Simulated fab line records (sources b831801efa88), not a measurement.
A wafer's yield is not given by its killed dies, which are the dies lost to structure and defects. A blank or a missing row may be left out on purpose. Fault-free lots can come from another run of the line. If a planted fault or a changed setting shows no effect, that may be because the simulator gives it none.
Struck lot and sound lot, side by side    flow sky130    40 out of 708 route steps
Sound: wafers L991.1, L991.2, L991.3. Wafers L986.1, L986.3, L986.6 were the ones struck. The cause is named last.
Each step with rows lists, per side, the tool, then ch with its chambers, then its first start. Under that, the readings that differ: sound wafers    struck wafers    difference of the means    sigmas: that difference in standard deviations of wafers without a fault.
alike: same words and numbers on both sides, and readings whose means sit less than 2 such deviations apart. not compared: any withheld reading, any reading some wafer has no value for, any bound like >300 that may hide the same value, and any number with overlapping values for which the record gives no deviation.
Wherever a step has rows on one side only, a row that says differs or no value, or a row with sigmas, the two part there. Numbers that have no deviation but don't overlap get no sigmas and don't part them. A reading missing from all wafers of one side parts the sides only when that side holds two or more wafers.

first, 7 steps without rows for these wafers: SKY_NWELL_DEVELOP_22 (develop time 60 s); SKY_NWELL_IMPLANT_24; SKY_NWELL_STRIP_25 (strips in O2/N2); SKY_NWELL_CLEAN_27 (cleans in SC1/SC2, time 150 s); SKY_NWELL_RTA_28 (time 30 s); SKY_VT_ADJUST_HVTP_DEHYDRATE_00 (time 60 s); SKY_VT_ADJUST_HVTP_HMDS_01 (prime time 60 s).
SKY_VT_ADJUST_HVTP_COAT_02: resist thk 1140 nm.
  struck on lithoTrack-01, day 9 18:37; sound on lithoTrack-01 ch 0, day 10 22:52
  no value came back on the struck wafers for chillPlateTempC (C), dispensePressureKPa (kPa), resistLineTempC (C); on the sound wafers chillPlateTempC (C) reads 23.04 23.13 22.99
then, 4 steps without rows for these wafers: SKY_VT_ADJUST_HVTP_SOFTBAKE_03 (time 60 s); SKY_VT_ADJUST_HVTP_EXPOSE_04 (exposes mask HVTPM, target cd 380 nm); SKY_VT_ADJUST_HVTP_PEB_05; SKY_VT_ADJUST_HVTP_DEVELOP_06 (develop time 60 s).
SKY_VT_ADJUST_HVTP_CD_MEAS_07 targets a cd of 380 nm.
  struck on cdSem-02, day 10 05:17; sound on cdSem-02, day 11 10:43
reading    sound              struck  difference                     sigmas
cdNm (nm)  377.6 377.0 376.4  - - -   no value on the struck wafers  
SKY_VT_ADJUST_HVTP_OVL_MEAS_08:
  struck on overlay-02, day 10 05:24; sound on overlay-02, day 11 10:50
reading                  sound          struck  difference                     sigmas
VT_ADJUST_HVTP_OVL (nm)  -0.5 -0.4 0.7  - - -   no value on the struck wafers  
then, 11 steps without rows for these wafers: SKY_VT_ADJUST_HVTP_IMPLANT_09; SKY_VT_ADJUST_HVTP_STRIP_10 (strips in O2/N2); SKY_VT_ADJUST_LVTN_DEHYDRATE_00 (time 60 s); SKY_VT_ADJUST_LVTN_HMDS_01 (prime time 60 s); SKY_VT_ADJUST_LVTN_COAT_02 (resist thk 3000 nm); SKY_VT_ADJUST_LVTN_SOFTBAKE_03; SKY_VT_ADJUST_LVTN_EXPOSE_04 (exposes mask NWM COMPLEMENT LESS NATIVE, target cd 840 nm); SKY_VT_ADJUST_LVTN_PEB_05; SKY_VT_ADJUST_LVTN_DEVELOP_06 (develop time 60 s); SKY_VT_ADJUST_LVTN_IMPLANT_08; SKY_VT_ADJUST_LVTN_STRIP_09 (strips in O2/N2).
SKY_VT_ADJUST_LVTN_TW_MEAS_10:
  struck on filmMetro-04, day 11 05:16; sound on filmMetro-03, day 12 10:40
reading            sound              struck                difference  sigmas
VT_ADJUST_LVTN_TW  240.7 240.7 240.8  1361.0 1364.4 1362.6  +1121.9     +99 or more
then, 8 steps without rows for these wafers: SKY_VT_ADJUST_LVTN_DEHYDRATE_11 (time 60 s); SKY_VT_ADJUST_LVTN_HMDS_12 (prime time 60 s); SKY_VT_ADJUST_LVTN_COAT_13 (resist thk 1140 nm); SKY_VT_ADJUST_LVTN_SOFTBAKE_14 (time 60 s); SKY_VT_ADJUST_LVTN_EXPOSE_15 (exposes mask HVN STD DERIVED, target cd 600 nm); SKY_VT_ADJUST_LVTN_PEB_16; SKY_VT_ADJUST_LVTN_DEVELOP_17 (develop time 60 s); SKY_VT_ADJUST_LVTN_IMPLANT_19.
SKY_VT_ADJUST_LVTN_TW_MEAS_21:
  struck on filmMetro-04, day 12 04:52; sound on filmMetro-03, day 13 11:31
reading              sound              struck                difference  sigmas
VT_ADJUST_LVTN_2_TW  188.3 188.2 187.5  1359.0 1359.1 1355.6  +1169.9     +99 or more
SKY_VT_ADJUST_NCORE_TW_MEAS_11:
  struck on filmMetro-01, day 13 04:38; sound on filmMetro-03, day 14 12:50
reading             sound              struck                difference  sigmas
VT_ADJUST_NCORE_TW  219.6 218.3 218.9  1388.9 1381.1 1391.5  +1168.2     +99 or more
SKY_VT_ADJUST_HVTR_TW_MEAS_11:
  struck on filmMetro-04, day 14 05:26; sound on filmMetro-01, day 15 16:23
reading            sound              struck                difference  sigmas
VT_ADJUST_HVTR_TW  215.1 213.8 215.1  1368.9 1376.3 1369.6  +1156.9     +99 or more
SKY_VT_ADJUST_PCH_TW_MEAS_10:
  struck on filmMetro-04, day 15 07:22; sound on filmMetro-02, day 16 20:22
reading           sound              struck                difference  sigmas
VT_ADJUST_PCH_TW  144.7 144.0 143.9  1365.1 1362.9 1366.2  +1220.5     +99 or more
SKY_SONOS_TUNNEL_TW_MEAS_12:
  struck on filmMetro-01, day 16 11:48; sound on filmMetro-04, day 18 02:00
reading          sound              struck                difference  sigmas
SONOS_TUNNEL_TW  199.8 198.5 198.4  1384.0 1369.4 1368.7  +1175.1     +99 or more
-- a jump in the record: the struck wafers' starts before and after are 33 days apart (it breaks off in module SONOS_TUNNEL and resumes in module PAD_OPEN, where the first step shown is number 708 of the route) --
SKY_PAD_OPEN_PROBE_99:
  struck on prober-01, day 49 10:41; sound on prober-01, day 50 11:58
reading           sound     struck       difference  sigmas
killedAtFrontEnd  14 11 16  432 415 401  +402        +94
killedDies        86 63 70  492 492 492  +419        +38
killedOnRim       18 15 23  96 96 96     +77         +20
killedShort       33 31 30  36 52 63     +19         +3
  alike: killed_at_M0_to_M3, killed_at_M4_up, killedAtContacts, killedAtOther, killedOpen

## WHERE THEY PART
Last at SKY_PAD_OPEN_PROBE_99 as far as this record goes, first at SKY_VT_ADJUST_HVTP_COAT_02.

WHY: whatever the simulator had introduced
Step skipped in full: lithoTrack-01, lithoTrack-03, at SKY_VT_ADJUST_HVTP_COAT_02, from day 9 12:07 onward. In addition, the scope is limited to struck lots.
